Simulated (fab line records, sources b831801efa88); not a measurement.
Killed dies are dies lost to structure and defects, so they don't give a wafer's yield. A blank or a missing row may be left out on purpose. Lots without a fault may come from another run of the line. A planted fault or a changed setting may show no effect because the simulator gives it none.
A struck lot beside a sound one | flow sky130 | 17 steps out of a route of 708
Sound: wafers L471.1, L471.5, L471.6. Struck: wafers L488.1, L488.3, L488.6. The cause comes at the end.
At each step with rows: each side's tool, then ch and its chambers, then its first start. Under that, the readings that differ: sound wafers | struck wafers | difference of the means | sigmas: that difference in standard deviations of wafers without a fault.
alike: readings whose means differ by less than 2 such deviations, and words and numbers that are the same on both sides. not compared: withheld readings, readings that some wafer has no value for, bounds like >300 that may hide the same value, and numbers for which the record gives no deviation and whose values overlap.
The two part at a step that has a row with sigmas, a row that says differs or no value, or rows on one side only. Numbers that don't overlap but have no deviation are shown without sigmas and don't part them. A reading that every wafer of one side lacks parts them only if that side has two wafers or more.

first, 5 steps without rows for these wafers: SKY_SD_N_COAT_02 (resist thk 1159 nm); SKY_SD_N_SOFTBAKE_03 (time 60 s); SKY_SD_N_EXPOSE_04 (exposes mask NSDM, target cd 380 nm); SKY_SD_N_PEB_05; SKY_SD_N_DEVELOP_06 (develop time 60 s).
SKY_SD_N_CD_MEAS_07: target cd 380 nm.
  sound on cd_sem-02, day 28 23:23; struck on cd_sem-02, day 35 13:39
  reading    | sound             | struck            | difference | sigmas
  cd_nm (nm) | 378.9 377.3 378.1 | 384.7 383.9 384.8 | +6.4       | +3
SKY_SD_N_OVL_MEAS_08:
  sound on overlay-02, day 28 23:31; struck on overlay-01, day 35 13:46
  alike: SD_N_OVL
then, 2 steps without rows for these wafers: SKY_SD_N_IMPLANT_09; SKY_SD_N_IMPLANT_10.
SKY_SD_N_STRIP_11: strips in O2/N2.
  sound on plasma_asher-02 ch 0,1, day 28 23:51; struck on plasma_asher-04 ch 0,1, day 35 14:07
  alike: drypump_motor_current_A, oes_product_au, strip_time_to_endpoint_s
  not compared: rf_hours_counter_h
SKY_SD_N_TW_MEAS_12:
  sound on film_metro-04, day 28 23:57; struck on film_metro-04, day 35 14:13
  alike: SD_N_TW
then, 1 step without rows for these wafers: SKY_SD_N_CLEAN_13 (cleans in SC1/SC2, time 150 s).
SKY_SD_N_RTA_14: time 2 s.
  sound on rtp_anneal-01 ch 0, day 29 00:04; struck on rtp_anneal-01 ch 0, day 35 14:19
  alike: lamp_power_pct, wafer_temp_C_max
SKY_SD_N_RS_MEAS_16: measures by four-point-probe.
  sound on film_metro-02, day 29 00:14; struck on film_metro-02, day 35 14:29
  reading          | sound             | struck            | difference | sigmas
  SD_N_RS (ohm/sq) | 68.38 68.58 68.61 | 71.50 71.30 71.28 | +2.84      | +22
SKY_SD_N_RS_MEAS_17: measures by four-point-probe.
  sound on film_metro-02, day 29 00:21; struck on film_metro-02, day 35 14:37
  reading          | sound             | struck            | difference | sigmas
  SD_P_RS (ohm/sq) | 146.7 146.4 146.7 | 162.8 162.5 162.9 | +16.1      | +44
SKY_SD_N_RS_MEAS_18: measures by four-point-probe.
  sound on film_metro-02, day 29 00:28; struck on film_metro-02, day 35 14:44
  reading               | sound             | struck            | difference | sigmas
  RES_XHIGH_RS (ohm/sq) | 327.4 327.2 326.1 | 330.5 328.9 330.5 | +3.1       | +3
-- the record jumps here: 16 days lie between the struck wafers' starts before and after (it left off in module SD_N and takes up again in module PAD_OPEN, whose first step shown is number 708 of the route) --
SKY_PAD_OPEN_PROBE_99:
  sound on prober-01, day 47 13:52; struck on prober-01, day 52 02:01
  reading                                            | sound                | struck            | difference | sigmas
  model.etest.res_xhigh_po.line_ohm_um               | 5261 5225 5221       | 6293 6645 6263    | +1165      |
  model.etest.res_xhigh_po.rs_ohm_sq_rim_less_centre | -50.43 -77.42 -71.47 | 518 525.7 494.5   | +579       |
  model.etest.res_xhigh_po.rs_ohm_sq_range           | 88.02 103.9 103.2    | 550.1 557.4 535.9 | +449.4     |
  model.etest.res_xhigh_po.rs_ohm_sq                 | 1867 1850 1827       | 2236 2298 2185    | +392       |
  model.etest.pfet_01v8.r_on_ohm_um                  | 2948 2915 2843       | 3113 3093 3108    | +203       |
  model.etest.tip_p.rs_ohm_sq                        | 6907 6900 6884       | 7099 7080 7127    | +205       |
  model.etest.res_pdiff.line_ohm_um                  | 1384 1374 1374       | 1489 1510 1535    | +134       |
  alike: killed_at_M0_to_M3, killed_at_M4_up, killed_at_contacts, killed_at_front_end, killed_at_other, killed_dies, killed_open, killed_short
  not compared: model.etest.tip_p.rs_ohm_sq_rim_less_centre

WHERE THEY PART
First at SKY_SD_N_CD_MEAS_07; last, within this record, at SKY_SD_N_RS_MEAS_18. Later steps at which nothing parts them and some readings are alike: SKY_PAD_OPEN_PROBE_99.

WHY: what the simulator had put in
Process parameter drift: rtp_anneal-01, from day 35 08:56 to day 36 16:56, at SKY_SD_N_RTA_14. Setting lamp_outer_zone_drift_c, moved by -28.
